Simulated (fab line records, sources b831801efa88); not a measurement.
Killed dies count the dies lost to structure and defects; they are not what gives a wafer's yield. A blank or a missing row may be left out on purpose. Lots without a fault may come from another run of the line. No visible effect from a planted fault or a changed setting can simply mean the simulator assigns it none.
Which of the tools did it?    flow gf180mcu    11 lots, 33 wafers sampled, at 4 steps of a route of 602

WHAT EACH GAUGE READ, for each wafer
GF_VT_IMPLANT_RS_MEAS_49: measures by four-point-probe.
lot   measured      on             MVPSD_RS (ohm/sq)
L618  day 7 13:04   film-metro-01  1172 1168 1171
L621  day 8 12:55   film-metro-01  1167 1161 1166
L622  day 8 17:36   film-metro-02  1170 1170 1169
L623  day 9 01:09   film-metro-01  1167 1163 1164
L627  day 9 22:55   film-metro-02  1172 1172 1172
L630  day 10 18:26  film-metro-02  1235 1234 1237
L634  day 11 20:42  film-metro-01  1236 1234 1235
L637  day 12 15:35  film-metro-01  1163 1167 1166
L638  day 12 19:01  film-metro-03  1170 1169 1167
L640  day 13 11:37  film-metro-01  1166 1161 1168
L641  day 13 19:23  film-metro-02  1168 1168 1168

WHICH TOOL RAN EACH LOT (tool, then ch and the chambers of the sampled wafers, then the start)
lot   GF_DNWELL_STRIP_08                   GF_MVPSD_IMPLANT_08              GF_MVPSD_STRIP_10
L618  plasma-asher-02 ch 0, day 2 18:54    implanter-01 ch 0, day 5 00:20   plasma-asher-03 ch 1, day 5 00:38
L621  plasma-asher-02 ch 0,1, day 3 12:11  implanter-04 ch 0, day 5 20:36   plasma-asher-02 ch 0,1, day 5 20:52
L622  plasma-asher-03 ch 0,1, day 3 17:44  implanter-04 ch 0, day 6 01:50   plasma-asher-02 ch 0, day 6 02:08
L623  plasma-asher-02 ch 0,1, day 3 22:38  implanter-01 ch 0, day 6 07:59   plasma-asher-01 ch 0,1, day 6 08:17
L627  plasma-asher-02 ch 0,1, day 4 16:53  implanter-04 ch 0, day 7 04:04   plasma-asher-02 ch 0,1, day 7 04:22
L630  plasma-asher-03 ch 0,1, day 5 09:11  implanter-01 ch 0, day 7 22:02   plasma-asher-01 ch 0,1, day 7 22:19
L634  plasma-asher-03 ch 0,1, day 6 07:47  implanter-01 ch 0, day 9 00:05   plasma-asher-03 ch 0,1, day 9 00:22
L637  plasma-asher-03 ch 0,1, day 7 00:03  implanter-02 ch 0, day 9 17:55   plasma-asher-03 ch 0,1, day 9 18:11
L638  plasma-asher-02 ch 0,1, day 7 03:50  implanter-04 ch 0, day 9 22:26   plasma-asher-01 ch 0,1, day 9 22:44
L640  plasma-asher-02 ch 0,1, day 7 16:15  implanter-02 ch 0, day 10 10:02  plasma-asher-03 ch 0,1, day 10 10:20
L641  plasma-asher-01 ch 0,1, day 7 21:09  implanter-04 ch 0, day 10 17:24  plasma-asher-02 ch 0,1, day 10 17:40
- GF_DNWELL_STRIP_08: strips in O2/N2.
- GF_MVPSD_IMPLANT_08
- GF_MVPSD_STRIP_10: strips in O2/N2.

THE ANSWER, worked out from the rows above alone
Rule: the usual values come from the lots themselves. Put in order of their means at a reading, lots are off if they are a third of the lots or fewer, leave a main group of 4 or more, and stand apart from it by a gap of 3 or more times the standard deviation of the main group's means; of several such gaps the widest counts. A main group whose means are all the same, to the digits that the tables above print for the reading, isn't used. Also off: a lot with no number at a reading for which 4 or more lots have one. The other lots that the step has rows for count as sound.
Off: at GF_VT_IMPLANT_RS_MEAS_49 (MVPSD_RS), L630, L634. Mean 1168 ohm/sq and standard deviation 2.6 in the main group.
If a tool, at a process step before that reading, ran all the lots that are off and no sound lot after the first of them, it fits. The gauges at GF_VT_IMPLANT_RS_MEAS_49 are tried like those tools. One fits: implanter-01 at GF_MVPSD_IMPLANT_08. Its last sound lot is L623 (day 6 07:59), its first lot that is off L630 (day 7 22:02): a fault that began between those two fits.

WHAT HAD BEEN PUT IN BY THE SIMULATOR
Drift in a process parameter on implanter-01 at GF_MVPSD_IMPLANT_08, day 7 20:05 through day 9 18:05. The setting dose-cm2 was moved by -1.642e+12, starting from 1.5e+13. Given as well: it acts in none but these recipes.
Lots struck among those shown: L630, L634. This agrees with what the rule above found.
